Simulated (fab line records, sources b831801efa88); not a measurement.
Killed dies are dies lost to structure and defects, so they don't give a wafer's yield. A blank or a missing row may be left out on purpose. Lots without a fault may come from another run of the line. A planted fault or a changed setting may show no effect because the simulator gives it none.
Which tool did it? | flow gf180mcu | 12 lots, 36 wafers sampled, at 7 steps of a route of 602

WHAT THE GAUGES READ, wafer by wafer
GF_POLY_GATE_OVL_MEAS_11.
lot  | measured     | on         | POLY_GATE_OVL (nm)
L682 | day 9 20:07  | overlay-01 | -6 -6 -8
L683 | day 10 07:59 | overlay-01 | 9 6 9
L684 | day 10 13:31 | overlay-02 | 6 -1 -5
L687 | day 11 12:23 | overlay-01 | -9 -10 -9
L690 | day 12 01:02 | overlay-02 | 3 4 3
L691 | day 12 11:38 | overlay-02 | -6 -1 5
L692 | day 12 19:29 | overlay-02 | -1 5 2
L693 | day 13 01:27 | overlay-02 | -9 -2 1
L696 | day 14 00:16 | overlay-01 | -6 4 -6
L698 | day 14 14:09 | overlay-02 | -8 6 5
L699 | day 14 20:47 | overlay-02 | 2 -1 -3
L702 | day 15 18:40 | overlay-02 | 1 4 7

GF_HV_LDD_CD_MEAS_07: target cd 400 nm.
lot  | measured     | on        | cd_nm (nm)
L682 | day 10 16:16 | cd_sem-01 | 399.8 402.5 398.4
L683 | day 11 03:30 | cd_sem-02 | 397.0 399.6 398.9
L684 | day 11 09:01 | cd_sem-01 | 394.6 395.4 397.3
L687 | day 12 08:55 | cd_sem-02 | 401.5 401.7 401.3
L690 | day 12 23:03 | cd_sem-02 | - - -
L691 | day 13 08:38 | cd_sem-01 | - - -
L692 | day 13 17:00 | cd_sem-01 | - - -
L693 | day 14 00:34 | cd_sem-01 | 400.0 401.8 400.8
L696 | day 15 00:14 | cd_sem-01 | 399.2 401.9 402.3
L698 | day 15 16:28 | cd_sem-02 | 401.7 400.7 398.8
L699 | day 15 20:02 | cd_sem-02 | 401.0 405.6 403.7
L702 | day 16 18:33 | cd_sem-02 | 400.4 400.2 399.4

GF_HV_LDD_TW_MEAS_11.
lot  | measured     | on            | HV_LDD_TW
L682 | day 10 16:38 | film_metro-01 | 2359 2379 2366
L683 | day 11 03:54 | film_metro-02 | 2383 2400 2388
L684 | day 11 09:25 | film_metro-03 | 2406 2399 2400
L687 | day 12 09:19 | film_metro-03 | 2403 2399 2406
L690 | day 12 23:27 | film_metro-02 | 2367 2361 2361
L691 | day 13 09:03 | film_metro-03 | 2408 2401 2392
L692 | day 13 17:24 | film_metro-01 | 2361 2355 2358
L693 | day 14 00:56 | film_metro-01 | 2368 2359 2362
L696 | day 15 00:37 | film_metro-02 | 2387 2411 2405
L698 | day 15 16:52 | film_metro-03 | 2414 2406 2402
L699 | day 15 20:26 | film_metro-02 | 2399 2401 2401
L702 | day 16 18:57 | film_metro-03 | 2396 2407 2393

GF_HV_LDD_TW_MEAS_23.
lot  | measured     | on            | HV_LDD_2_TW
L682 | day 11 11:19 | film_metro-01 | 1034 1042 1040
L683 | day 11 22:39 | film_metro-01 | 1046 1033 1046
L684 | day 12 03:47 | film_metro-02 | 1030 1035 1043
L687 | day 13 05:57 | film_metro-03 | 1047 1052 1050
L690 | day 13 19:28 | film_metro-01 | 2406 2397 2405
L691 | day 14 05:48 | film_metro-01 | 2396 2413 2402
L692 | day 14 14:31 | film_metro-02 | 2404 2400 2402
L693 | day 14 21:46 | film_metro-01 | 1026 1033 1032
L696 | day 15 22:19 | film_metro-02 | 1046 1049 1042
L698 | day 16 15:27 | film_metro-02 | 1049 1057 1050
L699 | day 16 19:15 | film_metro-02 | 1060 1056 1058
L702 | day 17 17:41 | film_metro-02 | 1055 1057 1056

GF_HV_LDD_TW_MEAS_38.
lot  | measured     | on            | HV_LDD_3_TW
L682 | day 12 07:10 | film_metro-03 | 1441 1440 1435
L683 | day 12 18:09 | film_metro-03 | 1427 1437 1432
L684 | day 12 23:14 | film_metro-03 | 1440 1444 1436
L687 | day 14 03:04 | film_metro-01 | 1412 1403 1408
L690 | day 14 16:57 | film_metro-02 | 2498 2504 2501
L691 | day 15 03:00 | film_metro-02 | 2531 2525 2535
L692 | day 15 12:33 | film_metro-03 | 2534 2536 2541
L693 | day 15 20:25 | film_metro-01 | 1413 1404 1406
L696 | day 16 21:35 | film_metro-03 | 1423 1433 1429
L698 | day 17 14:58 | film_metro-01 | 1430 1428 1436
L699 | day 17 18:26 | film_metro-01 | 1435 1431 1427
L702 | day 18 17:35 | film_metro-01 | 1423 1426 1434

WHICH TOOL RAN EACH LOT (tool, then ch and the chambers of the sampled wafers, then the start)
lot  | GF_POLY_GATE_ETCH_12               | GF_HV_LDD_COAT_02
L682 | rie_diel-04 ch 1,2,3, day 9 20:09  | litho_track-02 ch 0, day 10 07:16
L683 | rie_diel-02 ch 2,3, day 10 08:01   | litho_track-02 ch 0, day 10 18:13
L684 | rie_diel-01 ch 0,1,2, day 10 13:32 | litho_track-02 ch 0, day 10 23:41
L687 | rie_diel-04 ch 2,3, day 11 12:25   | litho_track-03 ch 0, day 11 23:08
L690 | rie_diel-01 ch 0,1, day 12 01:04   | litho_track-03, day 12 13:14
L691 | rie_diel-04 ch 0,3, day 12 11:40   | litho_track-02, day 12 22:40
L692 | rie_diel-04 ch 1,2, day 12 19:31   | litho_track-02, day 13 07:07
L693 | rie_diel-01 ch 0,1,3, day 13 01:28 | litho_track-04 ch 0, day 13 13:36
L696 | rie_diel-04 ch 1,3, day 14 00:17   | litho_track-03 ch 0, day 14 13:26
L698 | rie_diel-01 ch 0,3, day 14 14:11   | litho_track-02 ch 0, day 15 05:07
L699 | rie_diel-01 ch 0,2, day 14 20:49   | litho_track-03 ch 0, day 15 09:08
L702 | rie_diel-02 ch 0,1,2, day 15 18:41 | litho_track-04 ch 0, day 16 06:45
- GF_POLY_GATE_ETCH_12: etches BARC in N2/H2.
- GF_HV_LDD_COAT_02: resist thk 1000 nm.

WHAT THE TOOLS THEMSELVES READ (means of the sampled wafers that have a number; where no wafer has one, the mark that the record gives instead)
GF_POLY_GATE_ETCH_12.
lot  | tool        | drypump_motor_current_A (A) | oes_product_au (a.u.) | throttle_valve_pct (%)
L682 | rie_diel-04 | 5.6                         | 0.736                 | 13.229
L683 | rie_diel-02 | 5.8                         | 0.739                 | 13.218
L684 | rie_diel-01 | 5.8                         | 0.732                 | 13.213
L687 | rie_diel-04 | 5.4                         | 0.741                 | 13.219
L690 | rie_diel-01 | 5.6                         | 0.740                 | 13.212
L691 | rie_diel-04 | 5.7                         | 0.736                 | 13.211
L692 | rie_diel-04 | 5.7                         | 0.738                 | 13.208
L693 | rie_diel-01 | 6.0                         | 0.740                 | 13.207
L696 | rie_diel-04 | 5.4                         | 0.735                 | 13.216
L698 | rie_diel-01 | 6.3                         | 0.735                 | 13.218
L699 | rie_diel-01 | 6.1                         | 0.728                 | 13.211
L702 | rie_diel-02 | 6.0                         | 0.736                 | 13.216

GF_HV_LDD_COAT_02.
lot  | tool           | chill_plate_temp_C (C) | dispense_pressure_kPa (kPa)
L682 | litho_track-02 | 22.99                  | 47.1
L683 | litho_track-02 | 22.89                  | 47.1
L684 | litho_track-02 | 23.06                  | 47.1
L687 | litho_track-03 | 22.93                  | 52.8
L690 | litho_track-03 | -                      | -
L691 | litho_track-02 | -                      | -
L692 | litho_track-02 | -                      | -
L693 | litho_track-04 | 23.12                  | 51.4
L696 | litho_track-03 | 22.96                  | 52.9
L698 | litho_track-02 | 22.98                  | 47.2
L699 | litho_track-03 | 22.87                  | 52.8
L702 | litho_track-04 | 23.05                  | 51.4

THE ANSWER, worked out from the rows above alone
Rule: what is usual is taken from the lots themselves. Put in order of their means at a reading, lots are off if they are a third of the lots or fewer, leave a main group of 4 or more, and stand apart from it by a gap of 3 or more times the standard deviation of the main group's means; of several such gaps the widest counts. A main group whose means are all the same, to the digits that the tables above print for the reading, isn't used. A lot without any number at a reading at which 4 lots or more have one is off too. The other lots that the step has rows for count as sound. The gauges are gone through in route order, then the tools' own readings, and for those a lot's mean is taken as printed above. The first step at which some lot is off is used, and at that step the reading that is off furthest; a lot without a number counts as furthest.
Off: L690, L691, L692, at GF_HV_LDD_CD_MEAS_07 (cd_nm). Without a number there: L690, L691, L692. The main group: mean 400.2 nm, standard deviation 2.
A tool fits if, at a process step before that reading, it ran every lot that is off, and no sound lot after the first of them. The gauges at GF_HV_LDD_CD_MEAS_07 aren't tried: what is off there is off at GF_HV_LDD_TW_MEAS_23 too, on other tools, and a gauge's error can't cause that. None of those tried fits.

WHAT THE SIMULATOR HAD PUT IN
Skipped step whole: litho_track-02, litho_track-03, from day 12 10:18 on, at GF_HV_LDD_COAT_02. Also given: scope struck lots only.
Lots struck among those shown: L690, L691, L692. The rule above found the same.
